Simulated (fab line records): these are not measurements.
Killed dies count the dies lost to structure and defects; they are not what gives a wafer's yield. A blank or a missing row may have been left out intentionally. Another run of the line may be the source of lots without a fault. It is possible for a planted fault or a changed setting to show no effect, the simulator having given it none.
One fault through the eyes of 2 desks || flow gf180mcu || numbers are kept per desk, each desk with only its own; the story behind them comes last

DESK OF THE TOOL OWNER: pvd sputter-03
The tool's own readings at GF_M2_SPUTTER_02 (material AlCu, target thk 450 nm, time 23.9 s): means of the sampled wafers that have a number, for each lot that ran on this tool. The brackets show how far a lot's mean lies from the usual mean; more than 4 standard deviations puts the lot out of limits, marked OUT.
Columns: A = cathode dc power W at GF_M2_SPUTTER_02, usual 10600 W; B = throttle valve pct at GF_M2_SPUTTER_02, usual 30.4 %
{"lot": "L762", "first seen here": "day 18 09:47", "A": 10601, "B": 31.3}
{"lot": "L764", "first seen here": "day 19 08:27", "A": 10599, "B": 30.7}
{"lot": "L768", "first seen here": "day 21 00:59", "A": "11782 (+99 or more) OUT", "B": 29.8}
{"lot": "L769", "first seen here": "day 21 06:23", "A": "11781 (+99 or more) OUT", "B": 31.3}
{"lot": "L782", "first seen here": "day 25 13:03", "A": 10601, "B": 30.6}
This desk finds L768, L769 out of limits, L768 being first, at day 21 00:59 (cathode dc power W at GF_M2_SPUTTER_02). L762, L764, L782 stayed within limits.

METROLOGY DESK
What the gauges read for every lot (on any tool): the sampled wafers with a number, averaged. The brackets show how far a lot's mean lies from the usual mean; more than 4 standard deviations puts the lot out of limits, marked OUT.
Columns: A = V1_CVD_00_THK at GF_V1_THK_MEAS_01, usual 602 nm; B = M2_ALCU_RS at GF_M2_RS_MEAS_05, usual 0.0695 ohm/sq; C = M2_ALCU_THK at GF_M2_THK_MEAS_06, usual 457 nm; D = M2_OVL at GF_M2_OVL_MEAS_15, usual 0 nm
{"lot": "L762", "first seen here": "day 17 07:37", "A": 597, "B": 0.0691, "C": 461, "D": -1}
{"lot": "L763", "first seen here": "day 18 00:01", "A": 588, "B": 0.0700, "C": 453, "D": -6}
{"lot": "L764", "first seen here": "day 18 06:48", "A": 596, "B": 0.0694, "C": 457, "D": -6}
{"lot": "L766", "first seen here": "day 18 21:32", "A": 605, "B": 0.0692, "C": 464, "D": 0}
{"lot": "L768", "first seen here": "day 19 19:42", "A": 607, "B": "0.0635 (-7.7) OUT", "C": "499 (+7.6) OUT", "D": 1}
{"lot": "L769", "first seen here": "day 20 05:02", "A": 602, "B": "0.0631 (-8.3) OUT", "C": "504 (+8.5) OUT", "D": 7}
{"lot": "L777", "first seen here": "day 23 08:04", "A": 600, "B": 0.0691, "C": 461, "D": 2}
{"lot": "L778", "first seen here": "day 23 10:19", "A": 600, "B": 0.0703, "C": 452, "D": 1}
{"lot": "L780", "first seen here": "day 24 06:08", "A": 590, "B": 0.0704, "C": 451, "D": 4}
{"lot": "L781", "first seen here": "day 24 08:35", "A": 598, "B": 0.0697, "C": 455, "D": -3}
{"lot": "L782", "first seen here": "day 24 13:04", "A": 604, "B": 0.0690, "C": 462, "D": 2}
{"lot": "L783", "first seen here": "day 25 01:25", "A": 610, "B": 0.0687, "C": 463, "D": -1}
Per this desk, out of limits: L768, L769; the first was L768, day 21 01:06 (M2_ALCU_RS at GF_M2_RS_MEAS_05). L762, L763, L764, L766, L777, L778, L780, L781, L782, L783 stayed within limits.

BROUGHT TOGETHER
The tool owner's desk had the chance to raise an alarm at day 21 00:59 on L768, L769.
An alarm was possible from the metrology desk at day 21 01:06, on L768, L769.
All the named lots went through GF_M2_SPUTTER_02 on pvd sputter-03.

WHAT THE SIMULATOR PUT IN
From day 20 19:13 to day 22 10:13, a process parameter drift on pvd sputter-03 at GF_M2_SPUTTER_02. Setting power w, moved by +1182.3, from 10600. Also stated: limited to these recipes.
Lots struck among those shown: L768, L769.
Fault start to first reading out of limits, in hours, per desk: tool owner, 6; metrology, 6.
